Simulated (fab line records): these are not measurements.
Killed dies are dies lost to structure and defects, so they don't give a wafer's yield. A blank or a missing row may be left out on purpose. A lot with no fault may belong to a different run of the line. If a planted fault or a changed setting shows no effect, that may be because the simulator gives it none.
A lot that was struck, set against a sound lot -- flow sky130 -- 17 steps out of a route of 708
Sound: these wafers, L315.3, L315.4, L315.5. Struck: wafer L314.6. (L314.2, L314.4 of the same lot were not struck and are left out.) The cause comes at the end.
Per side, at each step with rows, come the tool, then ch with its chambers, and then its first start. Under that, the readings that differ: sound wafers -- struck wafers -- difference of the means -- sigmas: that difference in standard deviations of wafers without a fault.
alike: readings whose means differ by less than 2 such deviations, and words and numbers that are the same on both sides. not compared: withheld readings, readings that some wafer has no value for, bounds like >300 that may hide the same value, and numbers for which the record gives no deviation and whose values overlap.
The two part at a step that has a row with sigmas, a row that says differs or no value, or rows on one side only. Non-overlapping numbers with no deviation appear without sigmas and do not part them. A reading missing from all wafers of one side parts the sides only when that side holds two or more wafers.

SKY_METAL2_THK_MEAS_06: measures by xrf.
  sound on filmMetro-01 at day 36 20:31; struck on filmMetro-01 at day 36 14:02
  alike: METAL2_ALCU_THK
then, 8 steps without rows for these wafers: SKY_METAL2_DEHYDRATE_07 (time 60 s); SKY_METAL2_HMDS_08 (prime time 60 s); SKY_METAL2_COAT_09 (resist thk 60 nm); SKY_METAL2_COAT_10 (resist thk 450 nm); SKY_METAL2_SOFTBAKE_11 (time 90 s); SKY_METAL2_EXPOSE_12 (exposes mask MM2, target cd 140 nm); SKY_METAL2_PEB_13; SKY_METAL2_DEVELOP_14 (develop time 60 s).
SKY_METAL2_CD_MEAS_15: target cd 140 nm.
  sound on cdSem-02 at day 37 22:10; struck on cdSem-01 at day 37 15:27
reading,sound,struck,difference,sigmas
cdNm (nm),138.5 138.0 139.3,143.6,+5.0,+3
SKY_METAL2_OVL_MEAS_16:
  sound on overlay-01 at day 37 22:16; struck on overlay-02 at day 37 15:34
reading,sound,struck,difference,sigmas
METAL2_OVL (nm),-9 -10 -10,3,+13,+2
SKY_METAL2_DESCUM_17: chemistry O2, time 8 s.
  sound on rieMetal-04 ch 0,1, day 37 22:17; struck on rieMetal-03 ch 0, day 37 15:35
reading,sound,struck,difference,sigmas
oesProductAu (a.u.),0.999 0.996 1.007,0.982,-0.019,-2
  alike: drypumpMotorCurrentA
  not compared: rfHoursCounterH
SKY_METAL2_ETCH_18: etches BARC in N2/H2, stops on SiO2, time 45.9 s, target depth 60 nm.
  sound on rieMetal-04 ch 0,1, day 37 22:20; struck on rieMetal-03 ch 0, day 37 15:37
reading,sound,struck,difference,sigmas
model.KrF-thick_of_METAL2_COAT_10.thkNm (nm),390.3 390.4 392.2,366.7,-24.3,
model.METAL2.cdNm (nm),138.8 139.9 138.5,138.4,-0.7,
  alike: drypumpMotorCurrentA, oesProductAu, throttleValvePct
  not compared: rfHoursCounterH
SKY_METAL2_METAL_ETCH_19: etches the open film in Cl2/BCl3, stops on SiO2, target depth 360 nm, time 78 s.
  sound on rieMetal-04 ch 0,1, day 37 22:25; struck on rieMetal-03 ch 0, day 37 15:41
reading,sound,struck,difference,sigmas
model.KrF-thick_of_METAL2_COAT_10.thkNm (nm),156.2 155.4 158.2,131.6,-25.0,
model.METAL2.cdNm (nm),138.9 138.7 137.7,137.4,-1.0,
  alike: drypumpMotorCurrentA, oesProductAu, throttleValvePct
  not compared: rfHoursCounterH
SKY_METAL2_STRIP_20: strips in O2/N2.
  sound on plasmaAsher-02 ch 0,1, day 37 22:30; struck on plasmaAsher-04 ch 0, day 37 15:46
reading,sound,struck,difference,sigmas
oesProductAu (a.u.),0.343 0.337 0.342,0.329,-0.012,-3
stripTimeToEndpointS (s),2.658 2.647 2.693,2.399,-0.267,-10
  alike: drypumpMotorCurrentA, o2FlowSccm
  not compared: rfHoursCounterH
then, 1 step without rows for these wafers: SKY_METAL2_STRIP_21 (strips in post etch residue remover, time 1200 s).
-- the record jumps here: 10 days lie between the struck wafers' starts before and after (it left off in module METAL2 and takes up again in module PAD_OPEN, whose first step shown is number 708 of the route) --
SKY_PAD_OPEN_PROBE_99:
  sound on prober-02 at day 47 21:54; struck on prober-01 at day 47 16:51
reading,sound,struck,difference,sigmas
model.etest.met2.widthNm (nm),137.5 138.4 140.1,140.2,+1.5,
  alike: defectLimitedYield, killed_at_M0_to_M3, killed_at_M4_up, killedAtContacts, killedAtFrontEnd, killedAtOther, killedDies, killedOpen, killedShort, sort_bin_3_pad_short, sort_bin_5_function, sort_bin_6_memory, sortNPass, sortYieldPct
  not compared: model.etest.met2.lineOhmUm

== WHERE THEY PART ==
Last at SKY_METAL2_STRIP_20 as far as this record goes, first at SKY_METAL2_CD_MEAS_15. Later steps at which nothing parts them and some readings are alike: SKY_PAD_OPEN_PROBE_99.

WHY: the cause the simulator had injected
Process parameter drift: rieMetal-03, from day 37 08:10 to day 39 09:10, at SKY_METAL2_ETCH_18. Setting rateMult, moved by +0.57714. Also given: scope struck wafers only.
